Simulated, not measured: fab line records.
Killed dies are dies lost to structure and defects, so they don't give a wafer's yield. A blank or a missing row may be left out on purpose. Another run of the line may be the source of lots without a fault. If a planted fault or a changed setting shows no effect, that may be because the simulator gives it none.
fab line records	flow sfqLine
record lots=6	wafers=18	lastDay=92
route steps=325 shown M6@261 I6@266
lots that met no fault: taken from a fault-free run of the same line
startH: hours from the record's first day to the start of the lot's first wafer shown	waitH: time in hours since the lot's previous step	" repeats the value in the row above	L1.1+2: several wafers, shown together as one row	- either no value or no given start	* or withheld: withheld	< > ~ a bound
route shown NAME@n: a module of which the file shows steps, and the number in the route of the first	usual: mean/standard deviation taken from wafers without a fault	same: alike in all rows	chamber/n: place in a boat	sites: the reading at each site	_std_site: the values' standard deviation	_edge_site: the outer-site mean with the inner-site mean subtracted	radiusMm: how far each site lies from the wafer's centre	mask NAME#n: copy n	behind: the last tool/chamber to shape the wafer	hold: what put the lot on hold/how long, in hours/how the hold closed	device: whichever transistor did not switch (one of n, p or np)	end of line: tests run on the same wafers once the route is complete	a step given without rows: its recipe and nothing more	killed: dies that structure and defects cost at the first sort, which is not the same as the wafer's yield	map: the dies of a wafer, with x for killed, . for not killed, _ for no die there
set.NAME: the run value of the setting; set.NAME@STEP: its run value at that earlier step	model.NAME: the simulator's own value behind a step, which no gauge read
lots seen at some steps along the route; tables by step, rows by wafer
services: when a tool's chamber went out of use (startH, in hours from the record's first day, below 0 if earlier), for how many hours, and the reason
## steps
# step SFQ_M6_OVL_MEAS_940
# usual M6_OVL=2/5.8
lot.wafer	tool	chamber	startH	waitH	M6_OVL[nm]
L315.1	overlay-02	-	1771.97	0.1	-11
L315.2	"	-	"	"	-9
L315.5	"	-	"	"	-5
L319.1	overlay-02	-	1784.09	0.1	6
L319.5	"	-	"	"	5
L319.6	"	-	"	"	8
L321.2	overlay-02	-	1786.50	0.1	2
L321.3	"	-	"	"	-3
L321.5	"	-	"	"	-9
L330.1	overlay-02	-	1860.18	0.1	1
L330.2	"	-	"	"	1
L330.3	"	-	"	"	-3
L331.3	overlay-02	-	1861.39	0.1	9
L331.4	"	-	"	"	9
L331.5	"	-	"	"	6
L332.1	overlay-02	-	1862.58	0.1	6
L332.5	"	-	"	"	2
L332.6	"	-	"	"	1
# step SFQ_TRILAYER_M6_BARC_OPEN_METAL_ETCH_206
# recipe maskMaterial=PR	chemistry=O2	targetDepthNm=125	target=BARC	icpW=600	biasW=80	pressureMtorr=10	timeS=41.7
# step SFQ_TRILAYER_M6_ETCH_METAL_ETCH_162
# recipe target=Nb	stopOn=SiO2	maskMaterial=PR	chemistry=Cl2/Ar	targetDepthNm=240	icpW=600	biasW=80	pressureMtorr=10	timeS=120
# usual biasW=80.00/0.24	drypumpMotorCurrentA=5.9/0.52	oesProductAu=0.894/0.0083
lot.wafer	tool	chamber	startH	waitH	biasW	drypumpMotorCurrentA	oesProductAu	rfHoursCounterH
L315.1	rieMetal-04	0	1772.06	0.0	79.94	6.2	0.891	57
L315.2	"	1	"	"	80.01	5.7	0.904	122
L315.5	"	1	"	"	80.11	5.7	0.894	-
L319.1	rieMetal-02	0	1784.19	0.0	79.93	6.3	0.904	93
L319.5	"	1	"	"	79.79	5.9	0.901	-
L319.6	"	0	"	"	80.25	6.3	0.906	-
L321.2	rieMetal-04	0	1786.69	0.1	80.10	6.2	0.885	-
L321.3	"	0	"	"	79.85	6.2	0.896	-
L321.5	"	0	"	"	80.19	6.2	0.889	-
L330.1	rieMetal-04	1	1860.27	0.0	79.72	5.7	0.884	14
L330.2	"	0	"	"	80.00	6.2	0.911	67
L330.3	"	0	"	"	80.04	6.2	0.886	-
L331.3	rieMetal-02	0	1861.51	0.1	79.64	6.3	0.897	-
L331.4	"	1	"	"	80.04	5.8	0.895	-
L331.5	"	0	"	"	79.92	6.3	0.904	-
L332.1	rieMetal-03	0	1862.73	0.1	79.76	5.0	0.891	113
L332.5	"	0	"	"	79.85	5.0	0.890	-
L332.6	"	0	"	"	79.48	5.1	0.897	-
# step SFQ_TRILAYER_M6_STRIP_STRIP_163
# recipe gas=O2	powerW=200	platenTempC=40	overashFraction=0.65	chemistry=O2	pressureMtorr=50
# usual drypumpMotorCurrentA=5.9/0.52	oesProductAu=1.002/0.014
lot.wafer	tool	chamber	startH	waitH	drypumpMotorCurrentA	oesProductAu	rfHoursCounterH
L315.1	rieMetal-04	0	1772.19	0.1	6.2	0.999	57
L315.2	"	1	"	"	5.7	1.012	123
L315.5	"	1	"	"	5.7	1.023	-
L319.1	rieMetal-02	0	1784.31	0.1	6.3	0.990	93
L319.5	"	1	"	"	5.9	1.002	-
L319.6	"	0	"	"	6.3	0.984	-
L321.2	rieMetal-04	0	1787.10	0.4	6.2	0.994	-
L321.3	"	0	"	"	6.1	0.991	-
L321.5	"	0	"	"	6.2	0.999	-
L330.1	rieMetal-04	1	1860.40	0.1	5.7	1.016	14
L330.2	"	0	"	"	6.1	0.998	67
L330.3	"	0	"	"	6.2	0.996	-
L331.3	rieMetal-02	0	1861.80	0.2	6.3	1.001	-
L331.4	"	1	"	"	5.8	1.013	-
L331.5	"	0	"	"	6.4	0.998	-
L332.1	rieMetal-03	0	1862.98	0.2	5.0	1.003	113
L332.5	"	0	"	"	5.0	0.993	-
L332.6	"	0	"	"	5.0	0.981	-
# step SFQ_TRILAYER_M6_STRIP_SOLV_CLEAN_164
# recipe chemistry=NMP	tempC=70	timeS=600
# step SFQ_TRILAYER_I6_DEP_PECVD_165
# recipe material=SiO2	tempC=150	timeS=111.11	pressureTorr=2.4	rfW=183.3	precursor=SiH4/N2O	targetThkNm=500
# usual heaterPowerW=91/13	showerheadVppV=825/47	throttleValvePct=24.3/1.7
lot.wafer	tool	chamber	startH	waitH	heaterPowerW	showerheadVppV	throttleValvePct
L315.1	pecvd-03	0	1772.96	0.0	105	811	23.3
L315.2	"	2	"	"	76	755	25.5
L315.5	"	2	"	"	80	765	25.4
L319.1	pecvd-02	0	1785.09	0.0	99	879	24.4
L319.5	"	1	"	"	94	765	24.5
L319.6	"	0	"	"	103	867	24.2
L321.2	pecvd-01	0	1788.27	0.0	95	852	21.4
L321.3	"	2	"	"	72	815	23.0
L321.5	"	0	"	"	96	847	21.4
L330.1	pecvd-01	0	1861.17	0.0	82	856	21.6
L330.2	"	2	"	"	68	821	23.5
L330.3	"	1	"	"	81	819	23.3
L331.3	pecvd-03	1	1862.37	0.0	109	887	25.1
L331.4	"	2	"	"	82	764	25.9
L331.5	"	1	"	"	111	898	25.6
L332.1	pecvd-02	0	1864.36	0.0	97	876	24.2
L332.5	"	0	"	"	99	887	24.2
L332.6	"	2	"	"	102	793	27.6
# step SFQ_TRILAYER_I6_CMP_CMP_166
# recipe material=SiO2	downForcePsi=3	platenRpm=60	padVelocityMS=0.94248
# usual motorCurrentA=10.1/0.72	timeToEndpointS=201/9.4
lot.wafer	tool	chamber	startH	waitH	motorCurrentA	timeToEndpointS
L315.2	cmp-01	2	1773.54	0.5	10.6	202
L315.1	"	3	"	"	9.5	199
L315.5	"	1	1775.04	2.0	9.6	214
L319.1	cmp-02	2	1790.87	5.7	9.7	206
L319.5	"	3	"	"	10.3	208
L319.6	"	0	"	"	11.5	204
L321.2	cmp-02	3	1792.87	4.6	10.3	213
L321.3	"	0	"	"	10.5	201
L321.5	"	2	1794.37	6.0	9.3	223
L330.3	cmp-02	0	1872.43	11.2	10.7	180
L330.2	"	1	"	"	9.4	195
L330.1	"	2	"	"	9.0	198
L331.3	cmp-01	0	1873.82	11.4	10.7	208
L331.4	"	1	"	"	9.8	207
L331.5	"	0	1875.82	13.4	10.8	216
L332.1	cmp-02	0	1875.43	11.0	10.5	189
L332.6	"	3	1876.93	12.5	10.3	203
L332.5	"	0	"	"	11.2	198
# step SFQ_I6_BOW_MEAS_941
# recipe mode=bow
# usual I6_BOW=7/11
lot.wafer	tool	chamber	startH	waitH	I6_BOW[um]
L315.1	filmMetro-01	-	1776.04	1.5	3
L315.2	"	-	"	"	19
L315.5	"	-	"	"	12
L319.1	filmMetro-02	-	1792.37	1.0	0
L319.5	"	-	"	"	1
L319.6	"	-	"	"	12
L321.2	filmMetro-01	-	1795.39	2.0	5
L321.3	"	-	"	"	4
L321.5	"	-	"	"	15
L330.1	filmMetro-02	-	1874.93	1.0	21
L330.2	"	-	"	"	13
L330.3	"	-	"	"	17
L331.3	filmMetro-01	-	1876.86	2.5	22
L331.4	"	-	"	"	4
L331.5	"	-	"	"	11
L332.1	filmMetro-04	-	1877.93	2.0	1
L332.5	"	-	"	"	11
L332.6	"	-	"	"	17
# step SFQ_TRILAYER_I6_METRO_MEASURE_167
# step SFQ_TRILAYER_I6_VIA_LITHO_COAT_174
# recipe resist=BARC	spinRpm=3000	resistThkNm=62
# step SFQ_TRILAYER_I6_VIA_LITHO_COAT_169
# recipe resist=KrF	spinRpm=3000	resistThkNm=650
# step SFQ_TRILAYER_I6_VIA_LITHO_SOFTBAKE_173
# recipe tempC=withheld	timeS=withheld	resist=KrF
# step SFQ_TRILAYER_I6_VIA_LITHO_EXPOSE_170
# recipe maskId=I6	na=0.6	sourceShape=conventional	sigmaOuter=0.65	targetCdNm=700	doseMj=21.3
lot.wafer	tool	chamber	startH	waitH	mask
L315.1+2+5	krfScanner-02	0	1835.52	-	I6#0
L319.1+5+6	krfScanner-02	0	1840.32	-	I6#0
L321.2+3+5	krfScanner-02	0	1842.92	-	I6#0
L330.1+2+3	krfScanner-02	0	1984.22	-	I6#0
L331.3+4+5	krfScanner-02	0	1987.02	-	I6#0
L332.1+5+6	krfScanner-02	0	1989.02	-	I6#0
# step SFQ_TRILAYER_I6_VIA_LITHO_PEB_172
# recipe pebTempC=115	pebTimeS=60	resist=KrF
# step SFQ_TRILAYER_I6_VIA_LITHO_DEVELOP_171
# recipe timeS=60	resist=KrF
# step SFQ_I6_OVL_MEAS_942
# usual I6_OVL=3/5.8
lot.wafer	tool	chamber	startH	waitH	I6_OVL[nm]
L315.1	overlay-01	-	1837.11	0.1	-4
L315.2	"	-	"	"	-2
L315.5	"	-	"	"	-3
L319.1	overlay-01	-	1841.82	0.1	1
L319.5	"	-	"	"	1
L319.6	"	-	"	"	0
L321.2	overlay-02	-	1844.22	0.1	3
L321.3	"	-	"	"	-2
L321.5	"	-	"	"	2
L330.1	overlay-02	-	1985.72	0.1	8
L330.2	"	-	"	"	4
L330.3	"	-	"	"	6
L331.3	overlay-02	-	1988.13	0.1	9
L331.4	"	-	"	"	9
L331.5	"	-	"	"	8
L332.1	overlay-01	-	1990.52	0.1	12
L332.5	"	-	"	"	10
L332.6	"	-	"	"	8
# step SFQ_TRILAYER_I6_VIA_BARC_OPEN_VIA_ETCH_235
# recipe maskMaterial=PR	chemistry=O2	targetDepthNm=125	target=BARC	sourceW=500	biasW=80	pressureMtorr=30	timeS=41.7
# usual biasW=80.01/0.25	drypumpMotorCurrentA=5.5/0.45	oesProductAu=0.685/0.0045
lot.wafer	tool	chamber	startH	waitH	biasW	drypumpMotorCurrentA	oesProductAu	rfHoursCounterH	model.I6.cdNm
L315.1	rieDiel-03	2	1837.14	0.0	80.31	5.7	0.694	1	700.7
L315.2	"	0	"	"	79.83	6.2	0.684	16	699.8
L315.5	"	0	"	"	79.84	6.2	0.683	-	699.6
L319.1	rieDiel-04	1	1841.85	0.0	80.05	5.6	0.684	14	700
L319.5	"	2	"	"	80.54	5.5	0.686	-	717.4
L319.6	"	3	"	"	79.63	6.2	0.690	-	701.1
L321.2	rieDiel-03	2	1844.25	0.0	80.05	5.7	0.684	1	719.7
L321.3	"	1	"	"	79.94	5.8	0.689	17	699.5
L321.5	"	0	"	"	79.81	6.2	0.682	-	719.2
L330.1	rieDiel-04	2	1985.75	0.0	79.92	5.5	0.693	1	699.1
L330.2	"	3	"	"	80.38	6.2	0.689	16	703.2
L330.3	"	0	"	"	80.24	5.0	0.676	15	700.4
L331.3	rieDiel-01	2	1988.15	0.0	79.84	4.9	0.689	3	699.5
L331.4	"	0	"	"	79.73	5.4	0.686	-	700
L331.5	"	1	"	"	80.28	5.2	0.687	-	702.1
L332.1	rieDiel-03	1	1990.55	0.0	79.63	5.8	0.683	1	698.7
L332.5	"	1	"	"	79.93	5.8	0.687	-	699.4
L332.6	"	0	"	"	79.78	6.2	0.688	-	700.9
# step SFQ_TRILAYER_I6_VIA_ETCH_VIA_ETCH_172
# recipe target=SiO2	stopOn=Nb	maskMaterial=PR	taperDeg=20	chemistry=CHF3	targetDepthNm=260	sourceW=500	biasW=80	pressureMtorr=30	timeS=withheld
# usual biasW=80.01/0.24	drypumpMotorCurrentA=5.5/0.45	oesProductAu=0.851/0.006
lot.wafer	tool	chamber	startH	waitH	biasW	drypumpMotorCurrentA	oesProductAu	model.I6.cdNm
L315.1	rieDiel-03	2	1837.18	0.0	79.98	5.7	0.854	700.6
L315.2	"	0	"	"	80.02	6.2	0.865	704.7
L315.5	"	0	"	"	80.02	6.2	0.858	704.3
L319.1	rieDiel-04	1	1841.89	0.0	80.31	5.6	0.854	699.8
L319.5	"	2	"	"	80.42	5.5	0.851	717.1
L319.6	"	3	"	"	80.25	6.3	0.843	702.1
L321.2	rieDiel-03	2	1844.29	0.0	79.54	5.7	0.852	721.3
L321.3	"	1	"	"	80.28	5.8	0.847	693.6
L321.5	"	0	"	"	80.46	6.2	0.853	723.3
L330.1	rieDiel-04	2	1985.79	0.0	79.93	5.5	0.846	696.7
L330.2	"	3	"	"	80.63	6.3	0.844	702.7
L330.3	"	0	"	"	79.94	5.0	0.845	699.8
L331.3	rieDiel-01	2	1988.19	0.0	79.93	4.8	0.854	700
L331.4	"	0	"	"	79.84	5.4	0.837	698.3
L331.5	"	1	"	"	79.97	5.2	0.856	703.9
L332.1	rieDiel-03	1	1990.59	0.0	79.65	5.8	0.854	695.2
L332.5	"	1	"	"	79.70	5.8	0.853	696.5
L332.6	"	0	"	"	79.84	6.2	0.861	697.4
# step SFQ_TRILAYER_I6_VIA_STRIP_STRIP_173
# recipe gas=O2	powerW=200	platenTempC=40	overashFraction=0.65	chemistry=O2	pressureMtorr=50
# usual drypumpMotorCurrentA=5.7/0.55	oesProductAu=1.003/0.014
lot.wafer	tool	chamber	startH	waitH	drypumpMotorCurrentA	oesProductAu	rfHoursCounterH
L315.1	rieMetal-01	0	1837.30	-	5.0	0.987	27
L315.2	"	1	"	"	5.6	1.027	93
L315.5	"	1	"	"	5.6	1.028	-
L319.1	rieMetal-01	0	1842.01	-	5.0	0.995	28
L319.5	"	1	"	"	5.6	1.021	-
L319.6	"	0	"	"	5.0	0.993	-
L321.2	rieMetal-01	0	1844.41	-	5.0	0.990	28
L321.3	"	0	"	"	5.0	0.982	-
L321.5	"	0	"	"	5.0	0.984	-
L330.1	rieMetal-01	1	1985.91	-	5.6	1.030	108
L330.2	"	0	"	"	5.0	0.990	42
L330.3	"	0	"	"	5.0	0.985	-
L331.3	rieMetal-04	0	1988.51	-	6.2	0.995	-
L331.4	"	1	"	"	5.7	1.010	-
L331.5	"	1	"	"	5.7	1.009	-
L332.1	rieMetal-03	1	1990.71	-	6.5	1.010	14
L332.5	"	0	"	"	5.0	0.995	-
L332.6	"	1	"	"	6.5	1.013	-
## services
tool	chamber	startH	hours	kind
krfScanner-02	-	1755.82	3.6	pm
cmp-02	-	1765.87	1.7	repair
rieDiel-03	1	1770.22	4.3	repair
krfScanner-02	-	1772.87	1.3	pm
krfScanner-02	-	1778.57	4.4	repair
krfScanner-02	-	1782.92	1.0	pm
rieDiel-03	0	1805.35	4.3	repair
rieMetal-04	0	1818.42	28.3	repair
cmp-02	-	1822.63	3.8	repair
rieMetal-02	1	1824.40	6.9	repair
rieMetal-01	-	1824.43	1.4	pm
cmp-02	-	1826.47	5.6	pm
cmp-02	-	1838.27	3.0	repair
rieDiel-04	0	1840.91	6.4	repair
rieDiel-03	2	1845.45	1.9	repair
rieDiel-04	2	1870.01	5.2	repair
krfScanner-02	-	1885.41	0.8	pm
rieDiel-03	3	1934.43	4.4	repair
rieDiel-03	2	1943.65	10.5	repair
krfScanner-02	-	1949.17	1.3	pm
krfScanner-02	-	1951.11	1.0	pm
rieDiel-03	2	1973.77	8.7	repair
rieDiel-03	1	1982.25	7.2	repair
rieMetal-04	0	1990.47	28.4	repair
## key
firstSign none at tools or gauges
modelEffect step=SFQ_TRILAYER_I6_VIA_BARC_OPEN_VIA_ETCH_235	value=I6.cdNm	without=701.3	struck=718.8
modelEffect step=SFQ_TRILAYER_I6_VIA_ETCH_VIA_ETCH_172	value=I6.cdNm	without=703.1	struck=720.6
metAt SFQ_TRILAYER_I6_VIA_LITHO_EXPOSE_170
struckWafers L319.5,L321.2,L321.5
fault kind=processParameterDrift	tool=krfScanner-02	chamber=-	onsetH=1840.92	steps=SFQ_TRILAYER_I6_VIA_LITHO_EXPOSE_170	channel=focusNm	offset=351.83	shape=step	endH=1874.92	scope=struckWafersOnly
